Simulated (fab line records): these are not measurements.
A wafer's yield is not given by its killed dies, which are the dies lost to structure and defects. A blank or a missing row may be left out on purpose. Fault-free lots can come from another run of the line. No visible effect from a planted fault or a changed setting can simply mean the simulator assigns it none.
A single fault, viewed from 2 desks -- flow gf180mcu -- every desk sees just its own numbers, and what lay behind them comes last

== AT THE METROLOGY DESK ==
Lot by lot, what the gauges showed, no matter which tool ran the lot: averages of those sampled wafers that carry a number. Any lot whose mean is over 4 standard deviations away from the usual mean is out of limits and marked OUT; that distance is given in the brackets.
Columns: A = MIM_CVD_05_THK at GF_MIM_THK_MEAS_06, usual 41.9 nm
lot,first seen here,A
L331,day 25 10:07,42.5
L332,day 25 13:01,42.0
L333,day 26 03:47,42.6
L334,day 26 12:47,42.2
L336,day 27 02:16,42.9
L337,day 27 04:37,42.2
L340,day 28 01:05,42.5
L341,day 28 17:26,42.3
L342,day 28 20:46,41.8
L343,day 29 01:45,43.1
L344,day 29 08:20,46.3 (+6.3) OUT
L345,day 29 17:04,46.2 (+6.2) OUT
Finding of this desk: L344, L345 out of limits, first seen on L344 at day 29 08:20 (MIM_CVD_05_THK at GF_MIM_THK_MEAS_06). L331, L332, L333, L334, L336, L337, L340, L341, L342, L343: within limits.

== FOR THE TOOL OWNER'S DESK: pecvd-04 ==
The tool's own readings at GF_MIM_CVD_05 (deposits Si3N4, target thk 42 nm, time 29.086 s): means of the sampled wafers that have a number, for each lot that ran on this tool. Any lot whose mean is over 4 standard deviations away from the usual mean is out of limits and marked OUT; that distance is given in the brackets.
Columns: A = heater_power_w at GF_MIM_CVD_05, usual 624 W
lot,first seen here,A
L332,day 25 12:59,653
L333,day 26 03:44,600
L336,day 27 02:13,627
L337,day 27 04:35,623
L340,day 28 01:04,557
L341,day 28 17:25,581
L343,day 29 01:43,525
L344,day 29 08:17,518
L345,day 29 17:02,692
This desk's verdict: no lot among the 9 shows anything out of limits.

== BROUGHT TOGETHER ==
An alarm was possible from the metrology desk at day 29 08:20, on L344, L345.
The tool owner's desk saw nothing out of limits.
Tool owner's desk: L344, L345 on record, inside its limits.
Of the lots named, all ran GF_MIM_CVD_05 on pecvd-04.

== WHAT WAS PUT IN BY THE SIMULATOR ==
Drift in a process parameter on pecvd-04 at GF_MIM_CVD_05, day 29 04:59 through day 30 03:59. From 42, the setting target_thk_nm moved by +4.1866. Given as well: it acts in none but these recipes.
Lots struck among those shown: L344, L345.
Hours from the fault's start to each desk's first reading out of limits: the metrology desk, 3.
